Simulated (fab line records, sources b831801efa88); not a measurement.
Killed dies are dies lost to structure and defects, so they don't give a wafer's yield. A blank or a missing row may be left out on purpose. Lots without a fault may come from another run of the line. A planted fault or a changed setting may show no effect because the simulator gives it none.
A struck lot beside a sound one | flow sky130 | 17 steps out of a route of 708
Sound: wafers L394.2, L394.3, L394.5. Struck: wafers L403.2, L403.6. (L403.5 of the same lot was not struck and is left out.) The cause comes at the end.
At each step with rows: each side's tool, then ch and its chambers, then its first start. Under that, the readings that differ: sound wafers | struck wafers | difference of the means | sigmas: that difference in standard deviations of wafers without a fault.
alike: readings whose means differ by less than 2 such deviations, and words and numbers that are the same on both sides. not compared: withheld readings, readings that some wafer has no value for, bounds like >300 that may hide the same value, and numbers for which the record gives no deviation and whose values overlap.
The two part at a step that has a row with sigmas, a row that says differs or no value, or rows on one side only. Numbers that don't overlap but have no deviation are shown without sigmas and don't part them. A reading that every wafer of one side lacks parts them only if that side has two wafers or more.

first, 3 steps without rows for these wafers: SKY_LI_CONTACT_EXPOSE_09 (exposes mask LICM1, target cd 170 nm); SKY_LI_CONTACT_PEB_10; SKY_LI_CONTACT_DEVELOP_11 (develop time 60 s).
SKY_LI_CONTACT_CD_MEAS_12: target cd 170 nm.
  sound on cd_sem-01, day 29 17:16; struck on cd_sem-01, day 33 02:02
  alike: cd_nm
SKY_LI_CONTACT_OVL_MEAS_13:
  sound on overlay-01, day 29 17:23; struck on overlay-01, day 33 02:08
  alike: LI_CONTACT_OVL
SKY_LI_CONTACT_ETCH_14: etches BARC in N2/H2, stops on SiO2, time 45.9 s, target depth 60 nm.
  sound on rie_diel-02 ch 1,3, day 29 17:25; struck on rie_diel-01 ch 0, day 33 02:10
  reading               | sound             | struck      | difference | sigmas
  oes_product_au (a.u.) | 0.858 0.859 0.854 | 0.841 0.852 | -0.010     | -2
  alike: drypump_motor_current_A, throttle_valve_pct
  not compared: rf_hours_counter_h
SKY_LI_CONTACT_ETCH_15: etches PSG in C4F8/O2/Ar, stops on Si, target depth 600 nm.
  sound on rie_diel-02 ch 1,3, day 29 17:27; struck on rie_diel-01 ch 0, day 33 02:13
  alike: oes_product_au
SKY_LI_CONTACT_STRIP_16: strips in O2/N2.
  sound on plasma_asher-01 ch 0,1, day 29 17:32; struck on plasma_asher-02 ch 0,1, day 33 02:17
  alike: drypump_motor_current_A, oes_product_au, strip_time_to_endpoint_s
  not compared: rf_hours_counter_h
then, 2 steps without rows for these wafers: SKY_LI_CONTACT_CLEAN_17 (cleans in NMP, time 600 s); SKY_LI_CONTACT_PRE_CLEAN_18 (time 5.6 s).
SKY_LI_CONTACT_SPUTTER_19: material Ti, target thk 20 nm, time 106.37 s.
  sound on pvd_sputter-04, day 29 17:52; struck on pvd_sputter-04, day 33 02:35
  alike: throttle_valve_pct
then, 1 step without rows for these wafers: SKY_LI_CONTACT_SPUTTER_20 (material TiN, target thk 20 nm, time 80 s).
SKY_LI_CONTACT_CVD_21: deposits W, target thk 400 nm, time 120.56 s.
  sound on cvd_w-02 ch 0, day 29 18:00; struck on cvd_w-02 ch 1, day 33 02:43
  reading                                  | sound             | struck      | difference | sigmas
  chamber_pressure_Torr (Torr)             | 40.02 39.99 39.97 | 12.42 12.34 | -27.61     | -99 or more
  model.W_of_LI_CONTACT_CVD_21.thk_nm (nm) | 402.5 404.1 400.5 | 220.6 221.1 | -181.5     |
  alike: heater_power_w
SKY_LI_CONTACT_RS_MEAS_22: measures by four-point-probe.
  sound on film_metro-04, day 29 18:08; struck on film_metro-01, day 33 03:10
  reading                  | sound             | struck      | difference | sigmas
  LI_CONTACT_W_RS (ohm/sq) | 0.284 0.281 0.284 | 0.518 0.516 | +0.234     | +60
  not compared: hold
SKY_LI_CONTACT_THK_MEAS_23: measures by xrf.
  sound on film_metro-04, day 29 18:15; struck on film_metro-01, day 33 08:45
  reading               | sound       | struck  | difference | sigmas
  LI_CONTACT_W_THK (nm) | 390 391 389 | 217 217 | -173       | -27
  not compared: hold
SKY_LI_CONTACT_CMP_24: polishes, stops on PSG, t overpolish 20 s, target thk 0 nm.
  sound on cmp-02 ch 2,3, day 29 18:21; struck on cmp-01 ch 1,2, day 33 10:01
  reading                | sound      | struck                                            | difference                   | sigmas
  hold                   | - - -      | await_dispo/1.2h/release await_dispo/1.2h/release | no value on the sound wafers |
  time_to_endpoint_s (s) | 100 104 98 | 57 55                                             | -45                          | -11
  alike: edge_zone_pressure_frac, motor_current_A
SKY_LOCAL_INTERCONNECT_SPUTTER_00: material TiN, target thk 100 nm, time 83.3 s.
  sound on pvd_sputter-02, day 29 18:36; struck on pvd_sputter-01, day 33 10:16
  alike: throttle_valve_pct

WHERE THEY PART
First at SKY_LI_CONTACT_ETCH_14; last, within this record, at SKY_LI_CONTACT_CMP_24. Later steps at which nothing parts them and some readings are alike: SKY_LOCAL_INTERCONNECT_SPUTTER_00.

WHY: what the simulator had put in
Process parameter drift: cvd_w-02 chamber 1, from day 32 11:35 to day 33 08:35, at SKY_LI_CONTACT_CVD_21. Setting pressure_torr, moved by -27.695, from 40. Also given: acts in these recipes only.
